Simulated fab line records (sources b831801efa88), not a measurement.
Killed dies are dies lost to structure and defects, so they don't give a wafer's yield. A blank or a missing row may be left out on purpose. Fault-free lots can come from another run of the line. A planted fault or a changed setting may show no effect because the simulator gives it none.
Matching of chambers :: flow sfq line :: SFQ_TRILAYER_I1_CMP_CMP_046 on cmp-02 has 4 sister chambers
The step polishes SiO2. 8 wafers are shown with their chamber, then 8 later ones without.

WAFERS, EACH WITH ITS CHAMBER
wafer: L554.3
chamber: 3
motor current A (A): 9.1
time to endpoint s (s): 219

wafer: L555.2
chamber: 3
motor current A (A): 8.5
time to endpoint s (s): 223

wafer: L555.5
chamber: 0
motor current A (A): 8.7
time to endpoint s (s): 221

wafer: L558.4
chamber: 1
motor current A (A): 9.4
time to endpoint s (s): 218

wafer: L558.1
chamber: 0
motor current A (A): 9.3
time to endpoint s (s): 227

wafer: L558.6
chamber: 2
motor current A (A): 8.6
time to endpoint s (s): 216

wafer: L560.3
chamber: 1
motor current A (A): 9.7
time to endpoint s (s): 203

wafer: L560.4
chamber: 2
motor current A (A): 8.5
time to endpoint s (s): 208

WAFERS WHOSE CHAMBER IS MISSING
wafer: L560.6
motor current A (A): 9.7
time to endpoint s (s): 221

wafer: L562.1
motor current A (A): 9.7
time to endpoint s (s): 218

wafer: L562.3
motor current A (A): 9.1
time to endpoint s (s): 213

wafer: L562.4
motor current A (A): 8.5
time to endpoint s (s): 218

wafer: L566.1
motor current A (A): 8.9
time to endpoint s (s): 242

wafer: L566.5
motor current A (A): 9.1
time to endpoint s (s): 214

wafer: L566.6
motor current A (A): 8.5
time to endpoint s (s): 214

wafer: L567.1
motor current A (A): 9.6
time to endpoint s (s): 214

WHICH CHAMBER EACH WENT THROUGH
wafer: L560.6
from the rows above: can't be placed: 1 or 0 or 3
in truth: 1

wafer: L562.1
from the rows above: can't be placed: 1 or 0 or 3
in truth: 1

wafer: L562.3
from the rows above: can't be placed: 1 or 3 or 0 or 2
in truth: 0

wafer: L562.4
from the rows above: can't be placed: 2 or 3 or 0
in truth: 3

wafer: L566.1
from the rows above: can't be placed: 0 or 3 or 2
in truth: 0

wafer: L566.5
from the rows above: can't be placed: 3 or 1 or 0 or 2
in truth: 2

wafer: L566.6
from the rows above: can't be placed: 2 or 3 or 0
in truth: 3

wafer: L567.1
from the rows above: can't be placed: 1 or 0
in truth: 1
Correctly placed: 0 of 8. Unplaceable from these rows: 8, with the true chamber sitting among the candidates in 8. Wrongly placed: 0.
How it was worked out, from the rows above alone: a wafer's distance from a chamber is the root of the sum, over the readings, of the square of ((its reading less the chamber's mean) divided by the reading's scatter). If the next closest chamber is less than 2 further off than the closest, the wafer can't be placed; otherwise it belongs to the closest. The mean given for a chamber averages the wafers shown for that chamber. The scatter: the root of (the sum of the squares of (reading less its chamber's mean) over the shown wafers, divided by (wafers less chambers)).
